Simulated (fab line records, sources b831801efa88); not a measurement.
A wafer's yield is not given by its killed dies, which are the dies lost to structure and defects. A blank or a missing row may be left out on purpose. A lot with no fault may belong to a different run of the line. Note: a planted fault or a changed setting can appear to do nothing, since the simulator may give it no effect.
The tool behind it: which one? | flow sky130 | 14 lots with 42 wafers sampled at 3 steps, on a route of 708 steps

== WHAT EACH GAUGE READ, for each wafer ==
SKY_PASSIVATION_THK_MEAS_01. Usual: for PASSIVATION_CVD_00_THK the level is 90.0 nm and the standard deviation is 1.2.
lot  | measured     | on           | PASSIVATION_CVD_00_THK (nm) | flag
L101 | day 44 07:56 | filmMetro-02 | 89.3 90.1 91.4              | 
L102 | day 44 14:39 | filmMetro-02 | 92.3 89.8 92.1              | 
L104 | day 45 05:25 | filmMetro-02 | 88.9 89.7 89.9              | 
L105 | day 45 16:01 | filmMetro-04 | 90.7 91.5 91.7              | 
L106 | day 46 08:53 | filmMetro-04 | 87.6 90.7 90.8              | 
L107 | day 46 21:48 | filmMetro-03 | 90.4 89.2 89.9              | 
L108 | day 46 23:13 | filmMetro-04 | 90.9 89.6 91.1              | 
L109 | day 47 06:31 | filmMetro-02 | 89.4 92.1 91.9              | 
L113 | day 47 20:23 | filmMetro-04 | 87.6 89.3 90.3              | 
L117 | day 48 23:43 | filmMetro-04 | 90.2 89.7 90.0              | 
L118 | day 49 04:14 | filmMetro-03 | 90.7 89.7 90.6              | 
L119 | day 49 04:50 | filmMetro-03 | 90.8 89.1 90.4              | 
L120 | day 49 04:52 | filmMetro-04 | 89.8 90.2 91.7              | 
L121 | day 49 09:37 | filmMetro-03 | 89.0 88.0 89.8              | 

== EACH LOT AND THE TOOL THAT RAN IT (in order: tool; ch and the chambers of the sampled wafers; start) ==
lot  | SKY_VIA4_ETCH_12                  | SKY_METAL5_SPUTTER_00
L101 | rieDiel-04 ch 0,2,3, day 43 07:11 | pvdSputter-04, day 43 08:33
L102 | rieDiel-01 ch 2,3, day 43 14:16   | pvdSputter-03, day 43 15:46
L104 | rieDiel-03 ch 0,1,3, day 44 06:05 | pvdSputter-01, day 44 07:56
L105 | rieDiel-04 ch 1,2,3, day 44 16:50 | pvdSputter-01, day 44 18:23
L106 | rieDiel-04 ch 0,1,3, day 45 10:35 | pvdSputter-01, day 45 11:58
L107 | rieDiel-04 ch 0,1,3, day 45 23:07 | pvdSputter-03, day 46 00:26
L108 | rieDiel-04 ch 0,3, day 46 01:19   | pvdSputter-01, day 46 02:40
L109 | rieDiel-04 ch 0,1,3, day 46 07:16 | pvdSputter-03, day 46 09:08
L113 | rieDiel-01 ch 0,1,3, day 46 22:17 | pvdSputter-03, day 47 00:03
L117 | rieDiel-01 ch 0,1,2, day 48 01:47 | pvdSputter-01, day 48 03:14
L118 | rieDiel-04 ch 0,2,3, day 48 06:47 | pvdSputter-01, day 48 08:09
L119 | rieDiel-03 ch 0,1, day 48 07:05   | pvdSputter-04, day 48 08:27
L120 | rieDiel-01 ch 1,3, day 48 07:23   | pvdSputter-01, day 48 08:49
L121 | rieDiel-01 ch 1,2,3, day 48 12:14 | pvdSputter-03, day 48 14:10
- SKY_VIA4_ETCH_12: etches SiO2 in C4F8/O2/Ar, stops on TiN, target depth 580 nm.
- SKY_METAL5_SPUTTER_00: material Ti, target thk 15 nm, time 10 s.

== WHAT THE TOOLS THEMSELVES READ (means of the sampled wafers that have a number; where no wafer has one, the mark that the record gives instead) ==
SKY_VIA4_ETCH_12. Usual: oesProductAu at 0.925 a.u., with a standard deviation of 0.0047.
lot  | tool       | oesProductAu (a.u.) | flag
L101 | rieDiel-04 | 0.927               | 
L102 | rieDiel-01 | 0.932               | 
L104 | rieDiel-03 | 0.926               | 
L105 | rieDiel-04 | 0.927               | 
L106 | rieDiel-04 | 0.926               | 
L107 | rieDiel-04 | 0.924               | 
L108 | rieDiel-04 | 0.922               | 
L109 | rieDiel-04 | 0.930               | 
L113 | rieDiel-01 | 0.923               | 
L117 | rieDiel-01 | 0.927               | 
L118 | rieDiel-04 | 0.926               | 
L119 | rieDiel-03 | 0.920               | 
L120 | rieDiel-01 | 0.926               | 
L121 | rieDiel-01 | 0.927               | 

SKY_METAL5_SPUTTER_00. Usual: throttleValvePct at 29.7 %, with a standard deviation of 0.85.
lot  | tool          | throttleValvePct (%) | flag
L101 | pvdSputter-04 | 30.3                 | 
L102 | pvdSputter-03 | 29.5                 | 
L104 | pvdSputter-01 | 29.7                 | 
L105 | pvdSputter-01 | 29.3                 | 
L106 | pvdSputter-01 | 29.8                 | 
L107 | pvdSputter-03 | 29.2                 | 
L108 | pvdSputter-01 | 29.8                 | 
L109 | pvdSputter-03 | 29.7                 | 
L113 | pvdSputter-03 | 29.6                 | 
L117 | pvdSputter-01 | 30.0                 | 
L118 | pvdSputter-01 | 29.7                 | 
L119 | pvdSputter-04 | 29.9                 | 
L120 | pvdSputter-01 | 29.6                 | 
L121 | pvdSputter-03 | 30.2                 | 

== THE ANSWER, worked out from the rows above alone ==
Rule: a lot counts as off when the mean over its wafers that have a number is more than 3 standard deviations away from the usual mean. A lot without any number at a reading at which 4 lots or more have one is off too. Any other lot the step has rows for is counted as sound. The gauges are gone through in route order, then the tools' own readings, and for those a lot's mean is taken as printed above. The first step at which some lot is off is used, and at that step the reading that is off furthest; a lot without a number counts as furthest.
No lot is off at any reading shown: from this, nothing can be told.

== WHAT WAS PUT IN BY THE SIMULATOR ==
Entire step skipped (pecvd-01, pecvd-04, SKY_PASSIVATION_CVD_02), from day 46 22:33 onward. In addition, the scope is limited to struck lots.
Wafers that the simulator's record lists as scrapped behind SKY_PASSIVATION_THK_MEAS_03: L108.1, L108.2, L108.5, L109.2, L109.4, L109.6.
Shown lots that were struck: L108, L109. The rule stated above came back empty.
